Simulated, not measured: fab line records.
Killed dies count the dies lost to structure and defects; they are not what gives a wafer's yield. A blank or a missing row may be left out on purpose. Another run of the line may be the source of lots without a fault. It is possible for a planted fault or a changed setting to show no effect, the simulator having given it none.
Comparing a struck lot with a sound one -- flow sky130 -- 43 out of 708 route steps
Sound: the wafers L815.1, L815.3, L815.4. Wafers L824.3, L824.4, L824.5 were the ones struck. The cause is given at the end.
Each step with rows lists, per side, the tool, then ch with its chambers, then its first start. Under that, the readings that differ: sound wafers -- struck wafers -- difference of the means -- sigmas: that difference in standard deviations of wafers without a fault.
alike: a reading whose means differ by less than 2 such deviations, as well as words and numbers matching on both sides. not compared: withheld readings; readings where some wafer has no value; bounds like >300 that might hide an equal value; numbers whose values overlap and for which the record gives no deviation.
A row with sigmas, a row that says differs or no value, or rows on one side alone: a step with any of these is where the two part. Numbers that have no deviation but don't overlap get no sigmas and don't part them. A reading that every wafer of one side lacks parts them only if that side has two wafers or more.

first, 4 steps without rows for these wafers: SKY_CONTACT_SOFTBAKE_10 (time 90 s); SKY_CONTACT_EXPOSE_11 (exposes mask CTM1, target cd 170 nm); SKY_CONTACT_PEB_12; SKY_CONTACT_DEVELOP_13 (develop time 58.78 s).
SKY_CONTACT_CD_MEAS_14 targets a cd of 170 nm.
  struck on cd_sem-01, day 36 01:22; sound on cd_sem-02, day 32 20:34
  alike: cd_nm
SKY_CONTACT_OVL_MEAS_15:
  struck on overlay-01, day 36 01:27; sound on overlay-02, day 32 20:41
  alike: CONTACT_OVL
then, 3 steps without rows for these wafers: SKY_CONTACT_ETCH_16 (etches BARC in N2/H2, stops on SiO2, time 45.9 s, target depth 60 nm); SKY_CONTACT_ETCH_17 (etches SiO2 in C4F8/O2/Ar, stops on Si3N4, target depth 340 nm); SKY_CONTACT_ETCH_18 (etches Si3N4 in CHF3/O2, stops on TiN, time 39 s, target depth 75 nm).
SKY_CONTACT_STRIP_19: strips in O2/N2.
  sound on plasma_asher-03 ch 0,1, day 32 20:52; struck on plasma_asher-03 ch 0,1, day 36 01:38
  alike: chamber_pressure_mTorr, drypump_motor_current_A, oes_product_au, strip_time_to_endpoint_s
  not compared: rf_hours_counter_h
then, 2 steps without rows for these wafers: SKY_CONTACT_STRIP_20 (strips in post etch residue remover, time 1200 s); SKY_CONTACT_CLEAN_21 (cleans in IPA, time 180 s).
SKY_CONTACT_CLEAN_22: cleans in O3/DIW.
  sound on wet_bench-02 ch 3, day 32 21:28; struck on wet_bench-03 ch 2, day 36 02:07
SKY_CONTACT_SPUTTER_23: material TiN, target thk 20 nm, time 80 s.
  struck on pvd_sputter-01, day 36 02:13; sound on pvd_sputter-01, day 32 21:34
  alike: throttle_valve_pct
SKY_CONTACT_CVD_24: deposits W, target thk 340 nm, time 102.12 s.
  sound on cvd_w-01 ch 0,1, day 32 21:37; struck on cvd_w-02 ch 0,1, day 36 02:19
  alike: heater_power_w
  not compared: since_wet_clean_h
SKY_CONTACT_RS_MEAS_25: measurement is done with a four-point probe.
  struck on film_metro-04, day 36 02:25; sound on film_metro-04, day 32 21:44
  alike: CONTACT_W_RS
SKY_CONTACT_THK_MEAS_26: measures by xrf.
  struck on film_metro-04, day 36 02:31; sound on film_metro-04, day 32 21:51
  alike: CONTACT_W_THK
then, 3 steps without rows for these wafers: SKY_CONTACT_CMP_27 (polishes, stops on SiO2, t overpolish 15 s, target thk 0 nm); SKY_METAL1_SPUTTER_00 (material Ti, target thk 15 nm, time 10 s); SKY_METAL1_SPUTTER_01 (material TiN, target thk 20 nm, time 16.7 s).
SKY_METAL1_SPUTTER_02: material AlCu, target thk 250 nm, time 13.3 s.
  struck on pvd_sputter-04, day 36 02:55; sound on pvd_sputter-02, day 32 22:20
  alike: throttle_valve_pct
then, 2 steps without rows for these wafers: SKY_METAL1_SPUTTER_03 (material Ti, target thk 5 nm, time 3.3 s); SKY_METAL1_SPUTTER_04 (material TiN, target thk 70 nm, time 58.3 s).
SKY_METAL1_RS_MEAS_05: measurement is done with a four-point probe.
  struck on film_metro-02, day 36 03:02; sound on film_metro-04, day 32 22:26
  alike: METAL1_ALCU_RS
SKY_METAL1_THK_MEAS_06: measures by xrf.
  struck on film_metro-02, day 36 03:08; sound on film_metro-04, day 32 22:34
  alike: METAL1_ALCU_THK
then, 8 steps without rows for these wafers: SKY_METAL1_DEHYDRATE_07 (time 60 s); SKY_METAL1_HMDS_08 (prime time 60 s); SKY_METAL1_COAT_09 (resist thk 60 nm); SKY_METAL1_COAT_10 (resist thk 450 nm); SKY_METAL1_SOFTBAKE_11 (time 90 s); SKY_METAL1_EXPOSE_12 (exposes mask MM1, target cd 140 nm); SKY_METAL1_PEB_13; SKY_METAL1_DEVELOP_14 (develop time 60 s).
SKY_METAL1_CD_MEAS_15 targets a cd of 140 nm.
  struck on cd_sem-01, day 37 05:16; sound on cd_sem-02, day 34 01:31
  alike: cd_nm
SKY_METAL1_OVL_MEAS_16:
  struck on overlay-01, day 37 05:22; sound on overlay-01, day 34 01:38
  alike: METAL1_OVL
then, 1 step without rows for these wafers: SKY_METAL1_DESCUM_17 (chemistry O2, time 8 s).
SKY_METAL1_ETCH_18: etches BARC in N2/H2, stops on SiO2, time 45.9 s, target depth 60 nm.
  sound on rie_metal-04 ch 0, day 34 01:44; struck on rie_metal-02 ch 0,1, day 37 05:26
  alike: chamber_pressure_mTorr, drypump_motor_current_A, oes_product_au, throttle_valve_pct
  not compared: rf_hours_counter_h
then, 5 steps without rows for these wafers: SKY_METAL1_METAL_ETCH_19 (etches the open film in Cl2/BCl3, stops on SiO2, target depth 360 nm, time 78 s); SKY_METAL1_STRIP_20 (strips in O2/N2); SKY_METAL1_STRIP_21 (strips in post etch residue remover, time 1200 s); SKY_METAL1_CLEAN_22 (cleans in IPA, time 180 s); SKY_METAL1_CLEAN_23 (cleans in O3/DIW).
-- the record jumps here: 12 days lie between the struck wafers' starts before and after (it left off in module METAL1 and takes up again in module PAD_OPEN, whose first step shown is number 708 of the route) --
SKY_PAD_OPEN_PROBE_99:
  struck on prober-02, day 49 01:47; sound on prober-02, day 46 22:13
reading,sound,struck,difference,sigmas
hold,- - -,await_dispo/3.9h/release await_dispo/3.9h/release await_dispo/3.9h/release,no value on the sound wafers,
killed_at_contacts,17 26 26,104 91 81,+69,+13
killed_dies,81 71 93,152 141 149,+66,+7
  alike: killed_at_M0_to_M3, killed_at_M4_up, killed_at_front_end, killed_at_other, killed_open, killed_short

## WHERE THEY PART
SKY_PAD_OPEN_PROBE_99 only, going by this record.

WHY: what the simulator had put in
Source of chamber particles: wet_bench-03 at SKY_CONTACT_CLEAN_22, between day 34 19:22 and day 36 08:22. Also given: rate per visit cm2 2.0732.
